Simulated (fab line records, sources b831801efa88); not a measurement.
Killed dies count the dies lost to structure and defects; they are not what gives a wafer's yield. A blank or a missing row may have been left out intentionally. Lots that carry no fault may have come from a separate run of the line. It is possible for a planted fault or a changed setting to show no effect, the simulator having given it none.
Matching of chambers / flow gf180mcu / GF_CONTACT_CMP_04 on cmp-02 has 4 sister chambers
The step polishes SiO2. 4 wafers are shown with their chamber, then 10 later ones without.

EACH WAFER AND ITS CHAMBER
wafer=L390.1; chamber=3; motor_current_A (A)=11.5
wafer=L390.2; chamber=0; motor_current_A (A)=12.7
wafer=L391.2; chamber=1; motor_current_A (A)=10.6
wafer=L391.4; chamber=2; motor_current_A (A)=12.2

WAFERS WHOSE CHAMBER IS MISSING
wafer=L391.6; motor_current_A (A)=10.2
wafer=L392.2; motor_current_A (A)=13.1
wafer=L392.5; motor_current_A (A)=12.6
wafer=L392.6; motor_current_A (A)=10.3
wafer=L395.2; motor_current_A (A)=10.2
wafer=L395.3; motor_current_A (A)=12.2
wafer=L395.5; motor_current_A (A)=12.5
wafer=L397.1; motor_current_A (A)=11.8
wafer=L397.2; motor_current_A (A)=11.8
wafer=L397.6; motor_current_A (A)=9.7

CHAMBER TAKEN BY EACH
wafer=L391.6; from the rows above=1; in truth=1
wafer=L392.2; from the rows above=can't be placed: 0 or 2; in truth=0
wafer=L392.5; from the rows above=can't be placed: 0 or 2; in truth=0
wafer=L392.6; from the rows above=1; in truth=1
wafer=L395.2; from the rows above=1; in truth=1
wafer=L395.3; from the rows above=can't be placed: 2 or 0 or 3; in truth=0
wafer=L395.5; from the rows above=can't be placed: 0 or 2 or 3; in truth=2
wafer=L397.1; from the rows above=can't be placed: 3 or 2 or 0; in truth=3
wafer=L397.2; from the rows above=can't be placed: 3 or 2 or 0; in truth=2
wafer=L397.6; from the rows above=1; in truth=1
Correct placement for 4 of the 10. Can't be placed from these rows: 6 (the true chamber is among the candidates in 6). Number placed wrongly: 0.
How it was worked out, from the rows above alone: a wafer's distance from a chamber is the root of the sum, over the readings, of the square of ((its reading less the chamber's mean) divided by the reading's scatter). If the next closest chamber is less than 2 further off than the closest, the wafer can't be placed; otherwise it belongs to the closest. The mean given for a chamber averages the wafers shown for that chamber. The scatter (one wafer shown for each chamber): square how far every hidden wafer sits from the nearest shown wafer, average those squares and take the square root.
